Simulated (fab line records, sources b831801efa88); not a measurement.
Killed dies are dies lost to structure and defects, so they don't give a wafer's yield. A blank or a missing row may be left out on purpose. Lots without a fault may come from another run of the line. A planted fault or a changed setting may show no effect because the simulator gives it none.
Which tool did it? | flow sky130 | 6 lots, 18 wafers sampled, at 1 step of a route of 708

WHAT THE GAUGES READ, wafer by wafer
SKY_SONOS_TUNNEL_CD_MEAS_07: target cd 410 nm.
lot  | measured     | on        | cd_nm (nm)
L521 | day 11 18:05 | cd_sem-02 | 412.1 410.6 411.5
L523 | day 13 15:08 | cd_sem-01 | 410.8 407.0 408.8
L527 | day 14 04:02 | cd_sem-02 | 410.3 412.1 407.8
L534 | day 16 08:01 | cd_sem-02 | 410.6 408.2 411.2
L538 | day 17 17:46 | cd_sem-01 | 407.7 406.4 410.3
L540 | day 18 11:34 | cd_sem-01 | 404.8 409.5 406.5

WHICH TOOL RAN EACH LOT (tool, then ch and the chambers of the sampled wafers, then the start)
The record holds no process step before these readings.

THE ANSWER, worked out from the rows above alone
Rule: what is usual is taken from the lots themselves. Put in order of their means at a reading, lots are off if they are a third of the lots or fewer, leave a main group of 4 or more, and stand apart from it by a gap of 3 or more times the standard deviation of the main group's means; of several such gaps the widest counts. A main group whose means are all the same, to the digits that the tables above print for the reading, isn't used. A lot without any number at a reading at which 4 lots or more have one is off too. The other lots that the step has rows for count as sound.
No lot is off at any reading shown: from this, nothing can be told.

WHAT THE SIMULATOR HAD PUT IN
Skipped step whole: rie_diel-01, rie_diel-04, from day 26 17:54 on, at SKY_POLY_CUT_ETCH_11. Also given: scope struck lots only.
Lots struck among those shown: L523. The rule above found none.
